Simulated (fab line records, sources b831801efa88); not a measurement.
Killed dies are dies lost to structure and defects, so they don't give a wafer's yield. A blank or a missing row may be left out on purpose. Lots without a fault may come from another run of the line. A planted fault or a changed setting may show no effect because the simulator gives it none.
Problem report in the 8D (eight disciplines) form, filled by code | flow sky130 | the parts of the form that need people (team, actions taken, sign-off) are left out

1. THE PROBLEM
rf_fwd_power_W at SKY_VIA4_ETCH_12 reads a mean of 1252 W on 6 wafers of 2 lots; wafers without a fault read 1491 W with a standard deviation of 5.3. That is -45 standard deviations from the usual mean.
The step: etches SiO2 in C4F8/O2/Ar, stops on TiN, target depth 580 nm.
First seen on wafer L665.1, day 45 22:41, on rie_diel-01. The record holds 39 wafers of 13 lots with a number at this step. Rule for "out", or "out of limits": more than 4 standard deviations from the usual mean. The other wafers with a number count as sound.

2. WHAT IT IS AND WHAT IT IS NOT
question                    | is                     | is not
which readings at this step | rf_fwd_power_W         | -
which lots                  | L665, L671             | L654, L656, L657, L658, L659, L660, L663, L672, L673, L674, L677
which wafers of those lots  | all that have a number | -
read on which tools         | rie_diel-01            | rie_diel-02, rie_diel-04
when                        | from day 45 22:41      | up to then (21 sound wafers); but 12 sound wafers of L672, L673, L674, L677 came after

3. SUSPECTS, AND WHAT RULES EACH OUT
Counting: a tool at a process step up to the reading stays a suspect if it ran every lot that is out and no sound lot after the first of them.
- rie_diel-01 at SKY_VIA4_ETCH_12 (etches SiO2 in C4F8/O2/Ar, stops on TiN, target depth 580 nm): kept. It ran every lot that is out, first L665 (day 45 22:41), and no sound lot after that; its last sound lot up to then is L663 (day 45 14:43). Its own readings are out on those wafers: rf_fwd_power_W.
Left after counting: rie_diel-01 at SKY_VIA4_ETCH_12.

4. THE CAUSE (what the simulator had put in)
Process parameter drift: rie_diel-01, from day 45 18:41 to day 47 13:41, at SKY_VIA4_ETCH_12. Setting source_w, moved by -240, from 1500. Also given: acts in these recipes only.
Counting left only this tool.

5. THE CHAIN OF EFFECTS, in route order
Each row: a reading whose mean over the struck wafers that have a number lies more than 3 standard deviations from the usual. Only readings for which the record gives a usual standard deviation are gone through. hours: the time from each lot's start at the first step in this table that gives one to its start at this step, as a median over the lots. sigmas: the change in usual standard deviations.
hours | step                  | reading         | usual  | on struck wafers | change | sigmas
0     | SKY_VIA4_ETCH_12      | rf_fwd_power_W  | 1491 W | 1252             | -240   | -45
63    | SKY_PAD_OPEN_PROBE_99 | killed_at_M4_up | 3.1    | 10.5             | +7.4   | +3.9
The process steps in it:
- SKY_VIA4_ETCH_12: etches SiO2 in C4F8/O2/Ar, stops on TiN, target depth 580 nm.
- SKY_PAD_OPEN_PROBE_99

6. WHAT WOULD HAVE CAUGHT IT SOONER
In this record the first reading out of limits was taken at day 45 22:41, 4 hours after the fault began at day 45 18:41.
